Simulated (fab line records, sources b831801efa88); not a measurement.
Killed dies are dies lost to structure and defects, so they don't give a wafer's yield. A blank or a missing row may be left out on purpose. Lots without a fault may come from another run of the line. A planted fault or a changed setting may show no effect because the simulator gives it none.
A struck lot beside a sound one | flow sky130 | 15 steps out of a route of 708
Sound: wafers L603.2, L603.3, L603.4. Struck: wafers L609.1, L609.4, L609.5. The cause comes at the end.
At each step with rows: each side's tool, then ch and its chambers, then its first start. Under that, the readings that differ: sound wafers | struck wafers | difference of the means | sigmas: that difference in standard deviations of wafers without a fault.
alike: readings whose means differ by less than 2 such deviations, and words and numbers that are the same on both sides. not compared: withheld readings, readings that some wafer has no value for, bounds like >300 that may hide the same value, and numbers for which the record gives no deviation and whose values overlap.
The two part at a step that has a row with sigmas, a row that says differs or no value, or rows on one side only. Numbers that don't overlap but have no deviation are shown without sigmas and don't part them. A reading that every wafer of one side lacks parts them only if that side has two wafers or more.

first, 2 steps without rows for these wafers: SKY_LOCAL_INTERCONNECT_CLEAN_17 (cleans in IPA, time 180 s); SKY_LOCAL_INTERCONNECT_CLEAN_18 (cleans in O3/DIW).
SKY_CONTACT_CVD_00: deposits Si3N4, target thk 75 nm.
  sound on pecvd-04 ch 0,2, day 30 04:14; struck on pecvd-01 ch 0,1, day 32 16:47
  alike: heater_power_w
SKY_CONTACT_THK_MEAS_01:
  sound on film_metro-04, day 30 04:17; struck on film_metro-03, day 32 16:49
  alike: CONTACT_CVD_00_THK
then, 1 step without rows for these wafers: SKY_CONTACT_HDPCVD_02 (deposits SiO2, target thk 565 nm, time 94.2 s).
SKY_CONTACT_THK_MEAS_03:
  sound on film_metro-03, day 30 04:25; struck on film_metro-04, day 32 16:57
  alike: CONTACT_HDPCVD_THK
SKY_CONTACT_CMP_04: polishes SiO2.
  sound on cmp-01 ch 0,1,3, day 30 04:28; struck on cmp-02 ch 0,3, day 32 17:01
  alike: head_pressure_psi, motor_current_A, time_to_endpoint_s
SKY_CONTACT_BOW_MEAS_05:
  sound on film_metro-04, day 30 04:47; struck on film_metro-04, day 32 17:19
  alike: CONTACT_BOW
then, 4 steps without rows for these wafers: SKY_CONTACT_DEHYDRATE_06 (time 60 s); SKY_CONTACT_HMDS_07 (prime time 60 s); SKY_CONTACT_COAT_08 (resist thk 60 nm); SKY_CONTACT_COAT_09 (resist thk 450 nm).
SKY_CONTACT_SOFTBAKE_10: time 90 s.
  sound on litho_track-04 ch 0, day 30 18:00; struck on litho_track-04 ch 0, day 33 06:00
  reading                  | sound              | struck               | difference | sigmas
  heater_power_total_W (W) | 57.18 57.52 57.35  | 59.86 59.89 60.06    | +2.59      | +22
  plate_temp_C (C)         | 100.09 99.80 99.79 | 103.19 103.17 102.97 | +3.22      | +23
then, 1 step without rows for these wafers: SKY_CONTACT_EXPOSE_11 (exposes mask CTM1, target cd 170 nm).
-- the record jumps here: 14 days lie between the struck wafers' starts before and after (it left off in module CONTACT and takes up again in module PAD_OPEN, whose first step shown is number 708 of the route) --
SKY_PAD_OPEN_PROBE_99:
  sound on prober-01, day 45 14:34; struck on prober-01, day 47 14:17
  alike: killed_at_M0_to_M3, killed_at_M4_up, killed_at_contacts, killed_at_front_end, killed_at_other, killed_dies, killed_open, killed_short

WHERE THEY PART
Only at SKY_CONTACT_SOFTBAKE_10, within this record. Later steps at which nothing parts them and some readings are alike: SKY_PAD_OPEN_PROBE_99.

WHY: what the simulator had put in
Process parameter drift: litho_track-04, from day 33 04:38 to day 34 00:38, at SKY_CONTACT_SOFTBAKE_10. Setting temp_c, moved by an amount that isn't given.
